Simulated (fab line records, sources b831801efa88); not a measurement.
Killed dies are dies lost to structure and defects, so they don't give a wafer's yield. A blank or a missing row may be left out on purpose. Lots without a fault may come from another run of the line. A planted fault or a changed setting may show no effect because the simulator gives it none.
Which tool did it? | flow gf180mcu | 14 lots, 42 wafers sampled, at 4 steps of a route of 602

WHAT THE GAUGES READ, wafer by wafer
GF_STI_THK_MEAS_24. Usual: STI_CVD_23_THK 655 nm, standard deviation 9.7.
lot  | measured    | on            | STI_CVD_23_THK (nm) | flag
L921 | day 2 08:47 | film_metro-03 | 659 641 648         |
L922 | day 2 14:12 | film_metro-02 | 659 647 655         |
L923 | day 2 19:50 | film_metro-03 | 648 670 649         |
L925 | day 3 06:09 | film_metro-01 | 658 636 645         |
L928 | day 3 20:50 | film_metro-02 | 653 630 646         |
L929 | day 4 03:18 | film_metro-03 | 661 656 667         |
L930 | day 4 07:31 | film_metro-02 | 659 657 656         |
L932 | day 4 17:37 | film_metro-02 | 646 639 658         |
L934 | day 5 03:11 | film_metro-01 | 648 661 643         |
L936 | day 5 13:27 | film_metro-03 | 647 664 662         |
L938 | day 6 01:05 | film_metro-02 | 658 636 667         |
L939 | day 6 05:16 | film_metro-02 | 650 662 645         |
L942 | day 6 21:11 | film_metro-03 | 676 656 643         |
L943 | day 7 01:13 | film_metro-03 | 669 641 668         |

GF_VT_IMPLANT_RS_MEAS_46: measures by four-point-probe. Usual: MVSD_RS 456.8 ohm/sq, standard deviation 1.
lot  | measured     | on            | MVSD_RS (ohm/sq)  | flag
L921 | day 7 18:59  | film_metro-02 | 457.7 457.7 456.6 |
L922 | day 8 01:47  | film_metro-04 | 457.5 457.3 457.4 |
L923 | day 8 08:59  | film_metro-02 | 457.4 456.7 457.0 |
L925 | day 8 22:35  | film_metro-02 | 456.3 457.6 456.5 |
L928 | day 9 17:23  | film_metro-02 | 455.0 455.7 456.7 |
L929 | day 10 04:20 | film_metro-04 | 456.3 455.9 456.3 |
L930 | day 10 08:53 | film_metro-03 | 457.5 457.3 456.6 |
L932 | day 10 21:41 | film_metro-04 | 456.4 456.3 455.6 |
L934 | day 11 13:09 | film_metro-04 | 456.4 456.6 456.4 |
L936 | day 12 00:37 | film_metro-04 | 456.2 458.0 456.8 |
L938 | day 12 18:11 | film_metro-03 | 456.9 455.7 456.9 |
L939 | day 12 22:08 | film_metro-04 | 456.5 456.9 456.9 |
L942 | day 13 18:46 | film_metro-03 | 456.6 457.1 456.4 |
L943 | day 13 23:38 | film_metro-03 | 457.1 459.2 458.3 |

GF_DUAL_GATE_OVL_MEAS_11. Usual: DUAL_GATE_OVL -0.2 nm, standard deviation 1.2.
lot  | measured     | on         | DUAL_GATE_OVL (nm) | flag
L921 | day 8 13:47  | overlay-01 | -0.5 -0.2 0.7      |
L922 | day 8 21:13  | overlay-01 | 0.7 -0.8 -0.3      |
L923 | day 9 03:47  | overlay-02 | -1.1 2.0 0.3       |
L925 | day 9 18:14  | overlay-01 | -0.5 -0.9 -2.7     |
L928 | day 10 12:56 | overlay-01 | -2.2 -2.5 -1.9     |
L929 | day 11 01:32 | overlay-01 | -0.2 -0.7 -1.0     |
L930 | day 11 06:44 | overlay-02 | 1.7 2.8 0.7        |
L932 | day 11 19:10 | overlay-02 | -0.7 1.5 -1.1      |
L934 | day 12 10:20 | overlay-02 | 1.3 -0.4 -0.2      |
L936 | day 12 22:38 | overlay-02 | 0.7 -0.2 1.7       |
L938 | day 13 16:15 | overlay-02 | -0.5 -1.2 -0.8     |
L939 | day 13 21:13 | overlay-01 | -0.3 -1.4 0.9      |
L942 | day 14 17:15 | overlay-02 | 0.0 2.2 -1.1       |
L943 | day 14 23:14 | overlay-01 | -0.7 1.6 -0.6      |

WHICH TOOL RAN EACH LOT (tool, then ch and the chambers of the sampled wafers, then the start)
lot  | GF_STI_WET_ETCH_28
L921 | wet_bench-01 ch 3, day 2 09:43
L922 | wet_bench-01 ch 1, day 2 15:08
L923 | wet_bench-04 ch 1, day 2 20:46
L925 | wet_bench-03 ch 1, day 3 07:07
L928 | wet_bench-01 ch 3, day 3 21:47
L929 | wet_bench-04 ch 2, day 4 04:24
L930 | wet_bench-01 ch 3, day 4 08:25
L932 | wet_bench-03 ch 3, day 4 18:37
L934 | wet_bench-03 ch 3, day 5 04:07
L936 | wet_bench-04 ch 0, day 5 14:22
L938 | wet_bench-04 ch 0, day 6 01:59
L939 | wet_bench-04 ch 3, day 6 06:20
L942 | wet_bench-03 ch 2, day 6 22:12
L943 | wet_bench-03 ch 2, day 7 02:18
- GF_STI_WET_ETCH_28: etches SiO2 in dHF, target depth 20 nm, time 40 s.

WHAT THE TOOLS THEMSELVES READ (means of the sampled wafers that have a number; where no wafer has one, the mark that the record gives instead)
GF_STI_WET_ETCH_28. Usual: run_length_s 68 s, standard deviation 3.
lot  | tool         | run_length_s (s) | flag
L921 | wet_bench-01 | 72               |
L922 | wet_bench-01 | 72               |
L923 | wet_bench-04 | 72               |
L925 | wet_bench-03 | 65               |
L928 | wet_bench-01 | 41               | OFF
L929 | wet_bench-04 | 67               |
L930 | wet_bench-01 | 48               | OFF
L932 | wet_bench-03 | 66               |
L934 | wet_bench-03 | 66               |
L936 | wet_bench-04 | 73               |
L938 | wet_bench-04 | 65               |
L939 | wet_bench-04 | 73               |
L942 | wet_bench-03 | 66               |
L943 | wet_bench-03 | 71               |

THE ANSWER, worked out from the rows above alone
Rule: a lot is off if the mean of its wafers that have a number lies more than 3 standard deviations from the usual mean. A lot without any number at a reading at which 4 lots or more have one is off too. The other lots that the step has rows for count as sound. The gauges are gone through in route order, then the tools' own readings, and for those a lot's mean is taken as printed above. The first step at which some lot is off is used, and at that step the reading that is off furthest; a lot without a number counts as furthest.
Off: L928, L930, at GF_STI_WET_ETCH_28 (run_length_s).
A tool fits if, at that step or a process step before it, it ran every lot that is off, and no sound lot after the first of them. One fits: wet_bench-01 at GF_STI_WET_ETCH_28. Its last sound lot is L922 (day 2 15:08), its first lot that is off L928 (day 3 21:47): a fault that began between those two fits.
The tool's own readings at GF_STI_WET_ETCH_28 bear it out: on the lots that are off they differ by more than 5 times the standard deviation of the sound lots' means. run_length_s reads 44 s there against 69 s on the sound lots.

WHAT THE SIMULATOR HAD PUT IN
Process parameter drift: wet_bench-01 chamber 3, from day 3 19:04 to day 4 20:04, at GF_STI_WET_ETCH_28. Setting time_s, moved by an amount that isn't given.
Lots struck among those shown: L928, L930. The rule above found the same.
